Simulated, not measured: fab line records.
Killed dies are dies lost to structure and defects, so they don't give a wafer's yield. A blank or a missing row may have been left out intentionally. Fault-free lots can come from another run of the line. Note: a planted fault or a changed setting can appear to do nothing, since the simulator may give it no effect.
Matching of chambers	flow sky130	SKY_VIA1_ETCH_14 on rie-diel-01: 4 sister chambers
The step etches BARC in N2/H2, stops on SiO2, time 45.9 s, target depth 60 nm. 8 wafers are shown with their chamber, then 7 later ones without.

## WAFERS WITH THEIR CHAMBER
wafer	chamber	drypump-motor-current-A (A)	rf-fwd-power-W (W)
L080.3	2	5.8	496.4
L080.4	0	4.9	497.8
L080.5	3	5.5	495.1
L085.1	1	5.5	495.9
L085.2	3	5.5	493.8
L085.3	2	5.9	494.5
L087.4	1	5.5	495.0
L087.5	0	5.0	497.8

## WAFERS WITH NO CHAMBER GIVEN
wafer	drypump-motor-current-A (A)	rf-fwd-power-W (W)
L087.6	5.5	497.2
L095.2	5.0	495.9
L095.3	5.5	496.9
L095.4	5.5	492.0
L096.1	5.8	491.6
L096.5	5.5	496.3
L096.6	5.0	496.8

## CHAMBER TAKEN BY EACH
wafer	from the rows above	in truth
L087.6	can't be placed: 1 or 3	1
L095.2	0	0
L095.3	can't be placed: 1 or 3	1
L095.4	can't be placed: 3 or 1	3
L096.1	2	2
L096.5	can't be placed: 1 or 3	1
L096.6	0	0
3 of 7 placed correctly. These rows do not allow placing 4 (true chamber among the candidates in 4). Wrongly placed: 0.
How it was worked out, from the rows above alone: a wafer's distance from a chamber is the root of the sum, over the readings, of the square of ((its reading less the chamber's mean) divided by the reading's scatter). If the next closest chamber is less than 2 further off than the closest, the wafer can't be placed; otherwise it belongs to the closest. A chamber's mean is the mean of its shown wafers. The scatter: the root of (the sum of the squares of (reading less its chamber's mean) over the shown wafers, divided by (wafers less chambers)).
